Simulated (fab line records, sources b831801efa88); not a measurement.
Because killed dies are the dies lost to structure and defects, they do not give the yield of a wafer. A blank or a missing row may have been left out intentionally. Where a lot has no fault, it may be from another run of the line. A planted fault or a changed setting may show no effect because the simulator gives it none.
Code-filled problem report in 8D (eight disciplines) form / flow gf180mcu / the parts of the form that need people (team, actions taken, sign-off) are left out

1. PROBLEM STATEMENT
Mean HV_LDD_02_OVL at GF_HV_LDD_OVL_MEAS_32: 202.8 nm over 9 wafers in 3 lots; fault-free wafers: -0.5 nm, standard deviation 1.3. So: +99 or more standard deviations from the usual mean.
First observed at day 15 18:44: wafer L572.1, on overlay-01. The record holds 45 wafers of 15 lots with a number at this step. The rule behind "out" and "out of limits": a value lying over 4 standard deviations away from the usual mean. All remaining wafers that have a number are taken as sound.

2. WHAT IT IS AND WHAT IT IS NOT
question=which readings at this step | is=HV_LDD_02_OVL | is not=-
question=which lots | is=L572, L574, L579 | is not=L560, L564, L565, L566, L568, L569, L570, L571, L573, L577, L580, L581
question=which wafers of those lots | is=all that have a number | is not=-
question=read on which gauges | is=overlay-01, overlay-02 | is not=-
question=when | is=from day 15 18:44 | is not=up to then (24 sound wafers); but 12 sound wafers of L573, L577, L580, L581 came after

3. SUSPECTS, AND WHAT RULES EACH OUT
Counting: any tool at a process step up to the reading is kept as a suspect provided that every lot that is out went through it and no sound lot did after the first of them.
- the gauge at GF_HV_LDD_OVL_MEAS_32: ruled out. The wafers that are out were read on 2 gauges (overlay-01, overlay-02).
- iline-stepper-02 at GF_HV_LDD_EXPOSE_28 (exposes mask Nplus HV AREA, target cd 400 nm): kept. It processed each lot that is out, first L572 at day 15 07:56, and no sound lot thereafter; up to then, the last sound lot it processed was L570 at day 14 16:08.
After counting, what remains is iline-stepper-02 at GF_HV_LDD_EXPOSE_28.

4. THE CAUSE (what the simulator had put in)
Scanner matching overlay: iline-stepper-02, from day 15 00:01 on, at GF_HV_LDD_EXPOSE_28. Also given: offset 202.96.
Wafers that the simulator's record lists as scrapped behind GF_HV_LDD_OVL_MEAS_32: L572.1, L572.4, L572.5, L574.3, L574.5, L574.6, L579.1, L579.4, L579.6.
After counting, this tool was the only one left.

5. THE EFFECT CHAIN, in route order
Each row: a reading where the mean over the struck wafers with a number is more than 3 standard deviations away from the usual. Scope: only readings with a usual standard deviation given in the record; hours: median across lots of the time from each lot's start at the first step in this table that gives one to its start at this step; sigmas: change in usual standard deviations.
hours=0; step=GF_HV_LDD_OVL_MEAS_32; reading=HV_LDD_02_OVL; usual=-0.5 nm; on struck wafers=202.8; change=+203.3; sigmas=+99 or more

6. WHAT WOULD HAVE CAUGHT IT SOONER
19 hours passed between the start of the fault at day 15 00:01 and the first reading out of limits at a measuring or inspecting step in this record, taken at day 15 18:44.
Tool readings at GF_HV_LDD_EXPOSE_28 with a usual standard deviation given in the record: none out on any struck wafer, hence no alarm at a limit of 4 standard deviations on them.
Of the lots that are out (3), L574, L579 began GF_HV_LDD_EXPOSE_28 on iline-stepper-02 after day 15 18:44. A hold on the tool at that time would have spared those 2.
